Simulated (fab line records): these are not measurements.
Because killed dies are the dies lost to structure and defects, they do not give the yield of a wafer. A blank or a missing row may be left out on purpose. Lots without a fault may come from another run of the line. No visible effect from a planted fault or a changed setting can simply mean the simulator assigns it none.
Chamber matching | flow sky130 | 4 sister chambers for SKY_VIA4_ETCH_12 on rie-diel-01
The step etches SiO2 in C4F8/O2/Ar, stops on TiN, target depth 580 nm. 8 wafers are shown with their chamber, then 8 later ones without.

WAFERS WITH THEIR CHAMBER
wafer  | chamber | oes-product-au (a.u.)
L079.2 | 3       | 0.931
L079.5 | 3       | 0.923
L081.5 | 1       | 0.920
L081.6 | 2       | 0.930
L083.1 | 1       | 0.930
L083.2 | 0       | 0.922
L083.3 | 2       | 0.927
L083.4 | 0       | 0.920

WAFERS WITH NO CHAMBER GIVEN
wafer  | oes-product-au (a.u.)
L083.5 | 0.925
L083.6 | 0.928
L084.1 | 0.926
L084.2 | 0.933
L084.3 | 0.933
L084.4 | 0.925
L084.5 | 0.928
L084.6 | 0.940

WHICH CHAMBER EACH WENT THROUGH
wafer  | from the rows above               | in truth
L083.5 | can't be placed: 1 or 3 or 2 or 0 | 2
L083.6 | can't be placed: 2 or 3 or 1 or 0 | 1
L084.1 | can't be placed: 1 or 3 or 2 or 0 | 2
L084.2 | can't be placed: 2 or 3 or 1 or 0 | 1
L084.3 | can't be placed: 2 or 3 or 1 or 0 | 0
L084.4 | can't be placed: 1 or 3 or 2 or 0 | 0
L084.5 | can't be placed: 2 or 3 or 1 or 0 | 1
L084.6 | can't be placed: 2 or 3 or 1 or 0 | 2
Placed correctly: 0 of 8. Unplaceable from these rows: 8, with the true chamber sitting among the candidates in 8. Number placed wrongly: 0.
How it was worked out, from the rows above alone: a wafer's distance from a chamber is the root of the sum, over the readings, of the square of ((its reading less the chamber's mean) divided by the reading's scatter). If the next closest chamber is less than 2 further off than the closest, the wafer can't be placed; otherwise it belongs to the closest. The mean given for a chamber averages the wafers shown for that chamber. The scatter is the square root of a quotient: the sum, over the shown wafers, of each reading's squared deviation from its chamber's mean, divided by wafers minus chambers.
